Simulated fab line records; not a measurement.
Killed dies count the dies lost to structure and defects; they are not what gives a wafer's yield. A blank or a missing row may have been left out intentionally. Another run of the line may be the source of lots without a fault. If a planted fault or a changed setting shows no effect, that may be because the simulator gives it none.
Which of the tools did it? ; flow sky130 ; 36 wafers from 12 lots sampled at 2 of the route's 708 steps

== WHAT EACH GAUGE READ, for each wafer ==
SKY_VIA1_OVL_MEAS_13.
lot;measured;on;VIA1_OVL (nm)
L639;day 34 05:23;overlay-01;-5 5 -5
L640;day 34 17:28;overlay-01;-4 -9 6
L641;day 34 17:49;overlay-01;9 9 11
L648;day 36 22:10;overlay-02;-7 -9 0
L650;day 37 19:25;overlay-01;24 24 20 24 24 24
L651;day 37 23:35;overlay-02;12 19 19 16 23 19
L652;day 38 05:51;overlay-01;-4 -8 7
L656;day 39 10:25;overlay-01;0 0 8
L657;day 39 20:03;overlay-01;0 8 10
L658;day 39 22:08;overlay-01;13 9 10
L659;day 40 03:55;overlay-01;2 3 -4
L662;day 40 22:46;overlay-02;0 0 -6

== EACH LOT AND THE TOOL THAT RAN IT (in order: tool; ch and the chambers of the sampled wafers; start) ==
lot;SKY_VIA1_EXPOSE_09
L639;krfScanner-01 ch 0, day 33 16:23
L640;krfScanner-02 ch 0, day 34 03:38
L641;krfScanner-02 ch 0, day 34 04:16
L648;krfScanner-02 ch 0, day 36 09:04
L650;krfScanner-01 ch 0, day 37 06:20
L651;krfScanner-01 ch 0, day 37 10:25
L652;krfScanner-02 ch 0, day 37 16:39
L656;krfScanner-02 ch 0, day 38 22:28
L657;krfScanner-02 ch 0, day 39 07:44
L658;krfScanner-02 ch 0, day 39 10:25
L659;krfScanner-02 ch 0, day 39 15:11
L662;krfScanner-02 ch 0, day 40 11:35
- SKY_VIA1_EXPOSE_09: exposes mask VIM, target cd 150 nm.

== AS READ BY THE TOOLS THEMSELVES (means over the sampled wafers that have a number; for cases with no such wafer, the mark the record gives instead) ==
SKY_VIA1_EXPOSE_09.
lot;tool;focusOffsetNm (nm)
L639;krfScanner-01;0.3
L640;krfScanner-02;0.5
L641;krfScanner-02;0.1
L648;krfScanner-02;0.3
L650;krfScanner-01;0.2
L651;krfScanner-01;0.2
L652;krfScanner-02;0.0
L656;krfScanner-02;0.3
L657;krfScanner-02;0.5
L658;krfScanner-02;0.2
L659;krfScanner-02;0.0
L662;krfScanner-02;0.5

== THE ANSWER, worked out from the rows above alone ==
Rule: the lots themselves supply what counts as usual. The widest of any qualifying gaps counts: lots, ordered by their means at a reading, are off when they make up no more than a third of the lots, leave a main group of 4 or more, and stand apart from it by 3 or more times the standard deviation of that group's means. The tables above print the reading to a certain number of digits; a main group whose means all agree to those digits is not used. A lot without any number at a reading at which 4 lots or more have one is off too. Any other lot the step has rows for is counted as sound. The gauges are gone through in route order, then the tools' own readings, and for those a lot's mean is taken as printed above. The first step at which some lot is off is used, and at that step the reading that is off furthest; a lot without a number counts as furthest.
Nothing can be told from this: no lot is off at any reading shown.

== WHAT THE SIMULATOR PUT IN ==
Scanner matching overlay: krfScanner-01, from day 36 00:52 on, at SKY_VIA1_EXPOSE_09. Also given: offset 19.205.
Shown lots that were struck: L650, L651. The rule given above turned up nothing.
